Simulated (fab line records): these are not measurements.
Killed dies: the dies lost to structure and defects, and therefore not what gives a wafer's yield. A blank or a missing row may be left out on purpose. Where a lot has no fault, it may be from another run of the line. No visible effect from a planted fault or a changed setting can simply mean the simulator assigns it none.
fab line records | flow sky130
[record] lots = 4 | wafers = 12 | last_day = 49
route steps=708 shown RES_PROTECT@206 POLY_GATE@213 LDD_N@237 LDD_LDN@303 POLY_CUT@318 PAD_OPEN@708
lots with no fault: from the same line, run without faults
start_h: hours from the record's opening day to when the first of the lot's shown wafers began | wait_h: hours from the lot's prior step to this one | " same as the row above | L1.1+2: one row covering several wafers at once | - no value present, or no start provided | * or withheld: withheld | < > ~ a bound
route shown NAME@n: names a module that has steps shown in the file, with the first one's number in the route | usual: mean/standard deviation of fault-free wafers | same: alike in all rows | chamber/n: place in a boat | sites: readings site by site | _std_site: their standard deviation | _edge_site: inner sites' mean taken away from outer sites' mean | radius_mm: for every site, how far away it sits from the centre of the wafer | mask NAME#n: copy n | behind: tool/chamber where the wafer was last shaped | hold: cause of the lot's hold/its duration in hours/its outcome | device: the transistor (n, p or np) that didn't switch | end of line: the same wafers' tests at the end of the route | where a step has no rows: the recipe by itself | killed: dies lost to structure and defects at the first sort, not the wafer's yield | map: per-die view of a wafer (x killed, . not killed, _ where there is no die)
set.NAME: the setting the step ran with; set.NAME@STEP: the setting that earlier step ran with | model.NAME: the simulator's own value behind a step, which no gauge read
lots seen at some steps along the route; tables by step, rows by wafer
services: a tool's chamber out of use, with start hour (start_h, from the record's first day; less than 0 if before it), hours out, and reason
[[steps]]
[step SKY_RES_PROTECT_DEHYDRATE_00]
[recipe] temp_c = 200 | time_s = 60
[step SKY_RES_PROTECT_HMDS_01]
[recipe] prime_time_s = 60 | prime_temp_c = 120
[step SKY_RES_PROTECT_COAT_02]
[recipe] resist = NOVOLAK | spin_rpm = 3000 | resist_thk_nm = 1140
[step SKY_RES_PROTECT_SOFTBAKE_03]
[recipe] temp_c = 90 | time_s = 60 | resist = NOVOLAK
[step SKY_RES_PROTECT_EXPOSE_04]
[recipe] mask_id = RPM | na = 0.6 | source_shape = conventional | sigma_outer = 0.6 | polarization = unpolarized | target_cd_nm = 1270 | dose_mj = 131
[step SKY_RES_PROTECT_PEB_05]
[recipe] temp_c = withheld | time_s = * | resist = NOVOLAK
[step SKY_RES_PROTECT_DEVELOP_06]
[recipe] resist = NOVOLAK | developer = TMAH | develop_time_s = 60 | dev_temp_c = 23
[step SKY_POLY_GATE_IMPLANT_02]
[recipe] species = P | energy_kev = 30 | dose_cm2 = 7.7e+15 | tilt_deg = 0
[step SKY_RES_PROTECT_STRIP_07]
[recipe] chemistry = O2/N2 | power_w = 1400 | pressure_mtorr = 1500 | platen_temp_c = withheld | o2_flow_sccm = 3000 | n2_flow_sccm = 300 | overash_fraction = 0.5
[step SKY_RES_PROTECT_CLEAN_09]
[recipe] chemistry = SC1/SC2 | mix = 1:4:20 | temp_c = 70 | time_s = 150 | dry = n2_spin
[step SKY_POLY_GATE_CVD_03]
[recipe] material = Si3N4 | precursor = DCS/NH3 | target_thk_nm = 75 | temp_c = 770 | time_s = 1290 | pressure_mtorr = 250
[usual] zone_power_bottom_pct = 20.8/0.88
lot.wafer | tool     | chamber | start_h | wait_h | zone_power_bottom_pct | model.Si3N4_of_POLY_GATE_CVD_03.thk_nm
L482.2    | lpcvd-02 | 1       | 358.56  | 2.0    | 20.3                  | 76.59
L482.3    | "        | 1       | "       | "      | 20.2                  | 76.22
L482.5    | "        | 1       | "       | "      | 19.8                  | 75.68
L490.1    | lpcvd-02 | 0       | 432.56  | 1.0    | 21.9                  | 74.98
L490.5    | "        | 0       | "       | "      | 21.6                  | 75.4
L490.6    | "        | 0       | "       | "      | 21.3                  | 75.16
L495.3    | lpcvd-02 | 0       | 471.79  | 0.0    | 21.7                  | 110.1
L495.4    | "        | 0       | "       | "      | 21.8                  | 110.1
L495.6    | "        | 0       | "       | "      | 21.7                  | 109.9
L496.1    | lpcvd-02 | 1       | 494.29  | 1.1    | 19.6                  | 109.2
L496.3    | "        | 1       | "       | "      | 19.7                  | 109.2
L496.5    | "        | 1       | "       | "      | 19.9                  | 109.2
[step SKY_POLY_GATE_THK_MEAS_04]
[recipe] reads = Si3N4_of_POLY_GATE_CVD_03
[usual] POLY_GATE_CVD_03_THK = 75.2/0.6
lot.wafer | tool          | chamber | start_h | wait_h | POLY_GATE_CVD_03_THK[nm]
L482.2    | film_metro-01 | -       | 359.93  | 0.0    | 76.6
L482.3    | "             | -       | "       | "      | 76.3
L482.5    | "             | -       | "       | "      | 75.7
L490.1    | film_metro-03 | -       | 433.92  | 0.0    | 75.0
L490.5    | "             | -       | "       | "      | 75.4
L490.6    | "             | -       | "       | "      | 75.1
L495.3    | film_metro-01 | -       | 473.17  | 0.0    | 110.1
L495.4    | "             | -       | "       | "      | 110.2
L495.6    | "             | -       | "       | "      | 109.9
L496.1    | film_metro-01 | -       | 495.65  | 0.0    | 109.2
L496.3    | "             | -       | "       | "      | 109.1
L496.5    | "             | -       | "       | "      | 109.2
[step SKY_POLY_GATE_DEHYDRATE_05]
[recipe] temp_c = 200 | time_s = 60
[step SKY_POLY_GATE_HMDS_06]
[recipe] prime_time_s = 60 | prime_temp_c = 120
[step SKY_POLY_GATE_COAT_07]
[recipe] resist = BARC | temp_c = withheld | time_s = withheld | spin_rpm = 3000 | resist_thk_nm = 110
[step SKY_POLY_GATE_COAT_08]
[recipe] resist = KrF-thick | spin_rpm = 3000 | resist_thk_nm = 450
[step SKY_POLY_GATE_SOFTBAKE_09]
[recipe] temp_c = 100 | time_s = 90 | resist = KrF-thick
[step SKY_POLY_GATE_EXPOSE_10]
[recipe] mask_id = P1M | na = 0.68 | source_shape = conventional | sigma_outer = 0.6 | target_cd_nm = 150 | dose_mj = 28
[step SKY_POLY_GATE_PEB_11]
[recipe] peb_temp_c = withheld | peb_time_s = withheld | resist = KrF-thick
[step SKY_POLY_GATE_DEVELOP_12]
[recipe] develop_time_s = 60 | resist = KrF-thick | dev_temp_c = 21.56
[step SKY_POLY_GATE_ETCH_15]
[recipe] chemistry = N2/H2 | target = BARC | ion_energy_ev = 200 | source_w = 500 | bias_w = 100 | pressure_mtorr = 30 | n2_flow_sccm = 100 | h2_flow_sccm = 200 | stop_on = SiO2 | time_s = 118.5 | target_depth_a = 1100
[step SKY_POLY_GATE_ETCH_16]
[recipe] stop_on = poly-Si | chemistry = CH3F/O2 | target = Si3N4 | source_w = 400 | bias_w = 80 | pressure_mtorr = 25 | ch3f_flow_sccm = 40 | O2_flow_sccm = 30 | time_s = 147.5 | target_depth_a = 750
[usual] drypump_motor_current_A = 5.7/0.42 | oes_product_au = 0.641/0.005 | throttle_valve_pct = 10.535/0.0088
lot.wafer | tool        | chamber | start_h | wait_h | drypump_motor_current_A | oes_product_au | rf_hours_counter_h | throttle_valve_pct | model.etch.depth_nm
L482.2    | rie_diel-02 | 3       | 387.10  | 0.0    | 6.5                     | 0.654          | 26                 | 10.548             | 76.59
L482.3    | "           | 1       | "       | "      | 6.1                     | 0.647          | 38                 | 10.530             | 76.22
L482.5    | "           | 0       | "       | "      | 5.6                     | 0.648          | -                  | 10.548             | 75.68
L490.1    | rie_diel-03 | 2       | 464.63  | 0.0    | 5.8                     | 0.637          | 82                 | 10.532             | 74.98
L490.5    | "           | 1       | "       | "      | 5.2                     | 0.639          | -                  | 10.511             | 75.4
L490.6    | "           | 0       | "       | "      | 5.6                     | 0.646          | -                  | 10.532             | 75.16
L495.3    | rie_diel-02 | 1       | 503.78  | 0.0    | 6.1                     | 0.762          | 39                 | 10.544             | 110.1
L495.4    | "           | 0       | "       | "      | 5.6                     | 0.757          | 63                 | 10.560             | 110.1
L495.6    | "           | 0       | "       | "      | 5.6                     | 0.757          | -                  | 10.544             | 109.9
L496.1    | rie_diel-03 | 2       | 526.48  | 0.0    | 5.8                     | 0.767          | 83                 | 10.543             | 109.2
L496.3    | "           | 1       | "       | "      | 5.2                     | 0.764          | 84                 | 10.570             | 109.2
L496.5    | "           | 2       | "       | "      | 5.8                     | 0.758          | -                  | 10.547             | 109.2
[step SKY_POLY_GATE_ETCH_17]
[recipe] target_depth_nm = 180 | stop_on = SiO2 | over_etch_frac = 0.56667 | chemistry = HBr/Cl2 | target = poly-Si | icp_w = 400 | bias_w = 100 | pressure_mtorr = 10 | HBr_flow_sccm = 150 | Cl2_flow_sccm = 50 | time_s = 70.5
[step SKY_POLY_GATE_STRIP_18]
[recipe] chemistry = O2/N2 | power_w = 1400 | pressure_mtorr = 1500 | platen_temp_c = withheld | o2_flow_sccm = 3000 | n2_flow_sccm = 300 | overash_fraction = 0.5
[step SKY_POLY_GATE_CLEAN_19]
[recipe] chemistry = SC1/SC2 | mix = 1:4:20 | temp_c = 70 | time_s = 150 | dry = n2_spin
[step SKY_POLY_GATE_OXIDATION_20]
[recipe] temp_c = 850 | ambient = O2 | stabilise_s = 600 | purge_s = 300 | target_thk_a = 40 | ox_time_s = 899
[step SKY_LDD_N_DEHYDRATE_00]
[recipe] temp_c = 200 | time_s = 60
[step SKY_LDD_N_HMDS_01]
[recipe] prime_time_s = 60 | prime_temp_c = 120
[step SKY_LDD_N_COAT_02]
[recipe] resist = NOVOLAK | spin_rpm = 3000 | resist_thk_nm = 300
[step SKY_LDD_N_SOFTBAKE_03]
[recipe] temp_c = 90 | time_s = 60 | resist = NOVOLAK
[step SKY_LDD_N_EXPOSE_04]
[recipe] mask_id = NTM | target_cd_nm = 840 | na = 0.6 | source_shape = conventional | sigma_outer = 0.6 | dose_mj = 110
[step SKY_LDD_N_PEB_05]
[recipe] temp_c = withheld | time_s = * | resist = NOVOLAK
[step SKY_LDD_N_DEVELOP_06]
[recipe] develop_time_s = 60 | dev_temp_c = 23
[step SKY_LDD_N_IMPLANT_08]
[recipe] species = As | energy_kev = 20 | dose_cm2 = 7.5e+13 | tilt_deg = withheld | rotation_deg = 23
[step SKY_LDD_N_IMPLANT_09]
[recipe] species = As | energy_kev = 20 | dose_cm2 = 7.5e+13 | tilt_deg = withheld | rotation_deg = 113
[step SKY_LDD_LDN_CLEAN_14]
[recipe] chemistry = SC1/SC2 | mix = 1:4:20 | temp_c = 70 | time_s = 150 | dry = n2_spin
[usual] bath_guard_temp_C = 70.3/0.46
lot.wafer | tool         | chamber | start_h | wait_h | bath_guard_temp_C | model.Si3N4_of_POLY_GATE_CVD_03.thk_nm
L482.2    | wet_bench-03 | 0       | 544.24  | 0.0    | 70.0              | 76.45
L482.3    | "            | 0       | "       | "      | 70.6              | 76.08
L482.5    | "            | 0       | "       | "      | 70.4              | 75.54
L490.1    | wet_bench-04 | 2       | 619.29  | 0.1    | 70.4              | 74.85
L490.5    | "            | 2       | "       | "      | 70.5              | 75.26
L490.6    | "            | 2       | "       | "      | 70.1              | 75.02
L495.3    | wet_bench-02 | 0       | 658.59  | 0.0    | 70.1              | 110
L495.4    | "            | 0       | "       | "      | 70.6              | 110
L495.6    | "            | 0       | "       | "      | 70.2              | 109.8
L496.1    | wet_bench-02 | 0       | 679.02  | 0.1    | 70.0              | 109.1
L496.3    | "            | 0       | "       | "      | 69.9              | 109
L496.5    | "            | 0       | "       | "      | 70.1              | 109
[step SKY_POLY_CUT_ETCH_11]
[recipe] target = Si3N4 | chemistry = CF4/CH2F2/Ar | stop_on = poly-Si | source_w = 600 | bias_w = 150 | pressure_mtorr = 40 | cf4_flow_sccm = 40 | ch2f2_flow_sccm = 20 | Ar_flow_sccm = 150 | time_s = 42.5 | target_depth_a = 600
[usual] drypump_motor_current_A = 5.5/0.39 | oes_product_au = 0.830/0.0056 | throttle_valve_pct = 14.993/0.009
lot.wafer | tool        | chamber | start_h | wait_h | drypump_motor_current_A | oes_product_au | rf_hours_counter_h | throttle_valve_pct | model.POLY_CUT.feature_depth_nm | model.etch.depth_nm
L482.2    | rie_diel-03 | 0       | 576.40  | 0.0    | 5.6                     | 0.837          | 82                 | 15.002             | 62.96                           | 62.96
L482.3    | "           | 1       | "       | "      | 5.2                     | 0.834          | 1                  | 14.994             | 62.63                           | 62.63
L482.5    | "           | 1       | "       | "      | 5.1                     | 0.828          | -                  | 14.995             | 62.1                            | 62.1
L490.1    | rie_diel-04 | 2       | 651.21  | 0.0    | 5.5                     | 0.831          | 8                  | 14.987             | 62.17                           | 62.17
L490.5    | "           | 3       | "       | "      | 5.4                     | 0.828          | -                  | 15.002             | 62.19                           | 62.19
L490.6    | "           | 1       | "       | "      | 6.2                     | 0.828          | -                  | 14.999             | 62.35                           | 62.35
L495.3    | rie_diel-01 | 1       | 688.90  | 0.0    | 6.2                     | 0.995          | 1                  | 15.008             | 84.6                            | 84.6
L495.4    | "           | 2       | "       | "      | 5.2                     | 0.993          | 25                 | 15.000             | 84.61                           | 84.61
L495.6    | "           | 1       | "       | "      | 6.1                     | 0.992          | -                  | 15.003             | 84.32                           | 84.32
L496.1    | rie_diel-01 | 1       | 708.95  | 0.0    | 6.1                     | 0.988          | 2                  | 14.997             | 83.28                           | 83.28
L496.3    | "           | 3       | "       | "      | 5.3                     | 0.990          | 33                 | 15.017             | 84.49                           | 84.49
L496.5    | "           | 0       | "       | "      | 5.0                     | 0.988          | -                  | 15.001             | 84.64                           | 84.64
[step SKY_PAD_OPEN_PROBE_99]
[usual] killed_at_M0_to_M3 = 42/6.3 | killed_at_M4_up = 2.8/1.9 | killed_at_contacts = 23/5.3 | killed_at_front_end = 16/4.3 | killed_at_other = 0.2/0.51 | killed_dies = 84/9.3 | killed_on_rim = 16/4.2 | killed_open = 46/7.6 | killed_short = 38/6.3
[same] gross_dies = 492 | killed_at_back_side = 0
lot.wafer | tool      | chamber | start_h | wait_h | killed_at_M0_to_M3 | killed_at_M4_up | killed_at_contacts | killed_at_front_end | killed_at_other | killed_dies | killed_on_rim | killed_open | killed_short
L482.2    | prober-02 | -       | 1094.23 | 0.1    | 45                 | 1               | 24                 | 11                  | 0               | 81          | 11            | 50          | 31
L482.3    | prober-02 | -       | 1094.28 | 0.2    | 40                 | 3               | 18                 | 10                  | 0               | 71          | 14            | 39          | 32
L482.5    | prober-02 | -       | 1094.38 | 0.2    | 43                 | 3               | 25                 | 8                   | 0               | 79          | 16            | 43          | 36
L495.3    | prober-02 | -       | 1175.25 | 0.2    | 35                 | 2               | 21                 | 434                 | 0               | 492         | 96            | 40          | 35
L495.4    | prober-02 | -       | 1175.30 | 0.2    | 48                 | 4               | 17                 | 420                 | 0               | 489         | 96            | 41          | 44
L495.6    | prober-02 | -       | 1175.40 | 0.2    | 43                 | 3               | 20                 | 426                 | 0               | 492         | 96            | 32          | 47
L490.1    | prober-01 | -       | 1176.57 | 0.1    | 52                 | 1               | 18                 | 19                  | 0               | 90          | 17            | 54          | 36
L490.5    | prober-01 | -       | 1176.77 | 0.2    | 41                 | 1               | 24                 | 20                  | 1               | 87          | 14            | 54          | 33
L490.6    | prober-01 | -       | 1176.82 | 0.2    | 39                 | 0               | 21                 | 23                  | 1               | 84          | 18            | 41          | 43
L496.1    | prober-02 | -       | 1177.95 | 0.1    | 41                 | 4               | 30                 | 417                 | 0               | 492         | 96            | 50          | 43
L496.3    | prober-02 | -       | 1178.05 | 0.2    | 43                 | 2               | 25                 | 421                 | 1               | 492         | 96            | 43          | 44
L496.5    | prober-02 | -       | 1178.15 | 0.2    | 31                 | 3               | 23                 | 434                 | 0               | 491         | 96            | 28          | 38
// killed by level:class
L482.2 CONTACT:geometric_particle:open=11 VIA2:geometric_particle:open=10 VIA1:geometric_particle:open=9 VIA3:geometric_particle:open=8 METAL1:geometric_particle:short=7 VIA1:geometric_particle:short=6 LI_CONTACT:geometric_particle:open=5 FIELD_ISO:geometric_particle:open=3
L482.3 VIA3:geometric_particle:open=9 LI_CONTACT:geometric_particle:open=7 VIA1:geometric_particle:open=7 VIA2:geometric_particle:open=7 CONTACT:geometric_particle:open=5 METAL1:geometric_particle:short=4 VIA3:geometric_particle:short=4 FIELD_ISO:geometric_particle:short=3
L482.5 CONTACT:geometric_particle:open=12 VIA1:geometric_particle:open=7 VIA2:geometric_particle:open=6 METAL2:geometric_particle:short=6 METAL1:geometric_particle:short=5 VIA3:geometric_particle:open=5 METAL3:geometric_particle:short=4 LI_CONTACT:geometric_particle:open=4
L495.3 POLY_CUT:area_etch=417 CONTACT:geometric_particle:open=7 VIA1:geometric_particle:open=7 POLY_GATE:geometric_particle:short=5 LI_CONTACT:geometric_particle:open=5 METAL1:geometric_particle:short=5 VIA3:geometric_particle:open=5 POLY_GATE:geometric_particle:open=4
L495.4 POLY_CUT:area_etch=404 METAL1:geometric_particle:short=12 VIA1:geometric_particle:open=11 CONTACT:geometric_particle:open=7 VIA3:geometric_particle:open=6 POLY_GATE:geometric_particle:short=5 LI_CONTACT:geometric_particle:open=4 METAL3:geometric_particle:short=4
L495.6 POLY_CUT:area_etch=413 VIA1:geometric_particle:open=7 METAL2:geometric_particle:short=7 CONTACT:geometric_particle:open=6 METAL1:geometric_particle:short=6 VIA3:geometric_particle:open=6 POLY_GATE:geometric_particle:short=5 VIA1:geometric_particle:short=5
L490.1 VIA1:geometric_particle:open=13 VIA2:geometric_particle:open=9 CONTACT:geometric_particle:open=9 METAL1:geometric_particle:short=7 VIA3:geometric_particle:open=6 METAL2:geometric_particle:short=5 VIA1:geometric_particle:short=5 FIELD_ISO:geometric_particle:open=4
L490.5 VIA1:geometric_particle:open=16 CONTACT:geometric_particle:open=13 VIA3:geometric_particle:open=7 POLY_GATE:geometric_particle:short=7 FIELD_ISO:geometric_particle:open=6 LI_CONTACT:geometric_particle:open=5 VIA1:geometric_particle:short=5 METAL1:geometric_particle:short=5
L490.6 POLY_GATE:geometric_particle:short=8 VIA2:geometric_particle:open=8 VIA1:geometric_particle:open=8 CONTACT:geometric_particle:short=6 CONTACT:geometric_particle:open=6 METAL2:geometric_particle:short=6 FIELD_ISO:geometric_particle:short=5 LI_CONTACT:geometric_particle:open=5
L496.1 POLY_CUT:area_etch=399 CONTACT:geometric_particle:open=14 FIELD_ISO:geometric_particle:short=9 VIA2:geometric_particle:open=8 METAL1:geometric_particle:short=8 VIA1:geometric_particle:open=7 LI_CONTACT:geometric_particle:open=5 VIA2:geometric_particle:short=5
L496.3 POLY_CUT:area_etch=405 VIA2:geometric_particle:open=8 LI_CONTACT:geometric_particle:open=7 CONTACT:geometric_particle:open=7 METAL2:geometric_particle:short=7 CONTACT:geometric_particle:short=6 FIELD_ISO:geometric_particle:open=5 METAL1:geometric_particle:short=5
L496.5 POLY_CUT:area_etch=425 VIA1:geometric_particle:open=8 CONTACT:geometric_particle:short=7 CONTACT:geometric_particle:open=5 LI_CONTACT:geometric_particle:short=4 METAL1:geometric_particle:short=4 VIA2:geometric_particle:open=4 VIA3:geometric_particle:short=3
// map L495.3 (x killed, . not)
__________xxxxxxxxxx_________
________xxxxxxxxxxxxxx_______
______xxxxxxxxxxxxxxxxxx_____
_____xxxxxxxxxxxxxxxxxxxx____
____xxxxxxxxxxxxxxxxxxxxxx___
___xxxxxxxxxxxxxxxxxxxxxxxx__
__xxxxxxxxxxxxxxxxxxxxxxxxxx_
_xxxxxxxxxxxxxxxxxxxxxxxxxxxx
_xxxxxxxxxxxxxxxxxxxxxxxxxxxx
_xxxxxxxxxxxxxxxxxxxxxxxxxxxx
_xxxxxxxxxxxxxxxxxxxxxxxxxxxx
_xxxxxxxxxxxxxxxxxxxxxxxxxxxx
_xxxxxxxxxxxxxxxxxxxxxxxxxxxx
_xxxxxxxxxxxxxxxxxxxxxxxxxxxx
_xxxxxxxxxxxxxxxxxxxxxxxxxxxx
__xxxxxxxxxxxxxxxxxxxxxxxxxx_
___xxxxxxxxxxxxxxxxxxxxxxxx__
____xxxxxxxxxxxxxxxxxxxxxx___
_____xxxxxxxxxxxxxxxxxxxx____
______xxxxxxxxxxxxxxxxxx_____
________xxxxxxxxxxxxxx_______
__________xxxxxxxxxx_________
// map L496.1 (x killed, . not)
__________xxxxxxxxxx_________
________xxxxxxxxxxxxxx_______
______xxxxxxxxxxxxxxxxxx_____
_____xxxxxxxxxxxxxxxxxxxx____
____xxxxxxxxxxxxxxxxxxxxxx___
___xxxxxxxxxxxxxxxxxxxxxxxx__
__xxxxxxxxxxxxxxxxxxxxxxxxxx_
_xxxxxxxxxxxxxxxxxxxxxxxxxxxx
_xxxxxxxxxxxxxxxxxxxxxxxxxxxx
_xxxxxxxxxxxxxxxxxxxxxxxxxxxx
_xxxxxxxxxxxxxxxxxxxxxxxxxxxx
_xxxxxxxxxxxxxxxxxxxxxxxxxxxx
_xxxxxxxxxxxxxxxxxxxxxxxxxxxx
_xxxxxxxxxxxxxxxxxxxxxxxxxxxx
_xxxxxxxxxxxxxxxxxxxxxxxxxxxx
__xxxxxxxxxxxxxxxxxxxxxxxxxx_
___xxxxxxxxxxxxxxxxxxxxxxxx__
____xxxxxxxxxxxxxxxxxxxxxx___
_____xxxxxxxxxxxxxxxxxxxx____
______xxxxxxxxxxxxxxxxxx_____
________xxxxxxxxxxxxxx_______
__________xxxxxxxxxx_________
[[services]]
tool         | chamber | start_h | hours | kind
rie_diel-01  | 2       | 340.20  | 15.5  | repair
wet_bench-03 | -       | 350.33  | 1.9   | pm
rie_diel-01  | -       | 388.49  | 2.2   | repair
rie_diel-01  | 2       | 410.18  | 3.0   | repair
lpcvd-02     | -       | 449.20  | 0.5   | repair
rie_diel-02  | 1       | 469.73  | 6.3   | repair
rie_diel-03  | 3       | 530.35  | 7.9   | repair
wet_bench-02 | -       | 533.01  | 37.1  | pm
rie_diel-02  | 0       | 536.35  | 23.3  | repair
rie_diel-03  | 2       | 538.53  | 15.4  | repair
rie_diel-01  | 1       | 541.13  | 1.3   | repair
rie_diel-01  | 2       | 552.24  | 23.5  | repair
rie_diel-01  | 1       | 562.32  | 5.9   | repair
rie_diel-03  | -       | 573.81  | 0.8   | repair
rie_diel-01  | 1       | 575.39  | 8.5   | repair
lpcvd-02     | -       | 607.18  | 6.1   | pm
rie_diel-02  | -       | 608.28  | 0.9   | repair
rie_diel-01  | -       | 627.18  | 2.8   | pm
rie_diel-02  | 2       | 629.19  | 10.3  | repair
lpcvd-02     | -       | 630.06  | 2.8   | pm
rie_diel-02  | 0       | 654.42  | 16.7  | repair
rie_diel-01  | 0       | 672.63  | 13.6  | repair
rie_diel-03  | 1       | 678.69  | 3.0   | repair
rie_diel-02  | 1       | 696.65  | 7.3   | repair
[[key]]
[first_sign] step = SKY_POLY_GATE_THK_MEAS_04 | reading = POLY_GATE_CVD_03_THK | direction = up | sigmas = 57 | usual = 75.2 | struck = 109.6
[effect] step = SKY_POLY_GATE_ETCH_16 | reading = oes_product_au | direction = up | sigmas = 24 | usual = 0.641 | struck = 0.761
[effect] step = SKY_POLY_CUT_ETCH_11 | reading = oes_product_au | direction = up | sigmas = 29 | usual = 0.830 | struck = 0.991
[effect] step = SKY_PAD_OPEN_PROBE_99 | reading = killed_at_front_end | direction = up | sigmas = 95 | usual = 16 | struck = 425
[model_effect] step = SKY_POLY_GATE_CVD_03 | value = Si3N4_of_POLY_GATE_CVD_03.thk_nm | without = 74.67 | struck = 109.6
[model_effect] step = SKY_POLY_GATE_ETCH_16 | value = etch.depth_nm | without = 74.67 | struck = 109.6
[model_effect] step = SKY_LDD_LDN_CLEAN_14 | value = Si3N4_of_POLY_GATE_CVD_03.thk_nm | without = 74.53 | struck = 109.5
[model_effect] step = SKY_POLY_CUT_ETCH_11 | value = POLY_CUT.feature_depth_nm | without = 61.71 | struck = 84.32
[more_kills_born_at] SKY_POLY_CUT_ETCH_11@rie_diel-01 = 2463
met_at SKY_POLY_GATE_CVD_03
struck_wafers L495.3,L495.4,L495.6,L496.1,L496.3,L496.5
later_rows_left_out L495.3,L495.4,L495.6,L496.1,L496.3,L496.5
tester_left_out L495,L496
onset_between 432.56 471.79
also_fits time
[fault] kind = process_parameter_drift | tool = lpcvd-02 | chamber = - | onset_h = 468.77 | steps = SKY_POLY_GATE_CVD_03 | channel = target_thk_nm | offset = 34.949 | shape = step | end_h = 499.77 | acts_in = these_recipes_only | stated = 75
// tester_left_out: of these lots the tester's yield and bins aren't shown, on N5 and GAA mostly nor the transistor test; their killed dies are dies lost to structure and defects alone, not to doping, threshold or leakage, so they don't give the yield
// later_rows_left_out: the simulator's readings of these wafers behind a module that went badly wrong aren't trusted and aren't shown, but for the sort
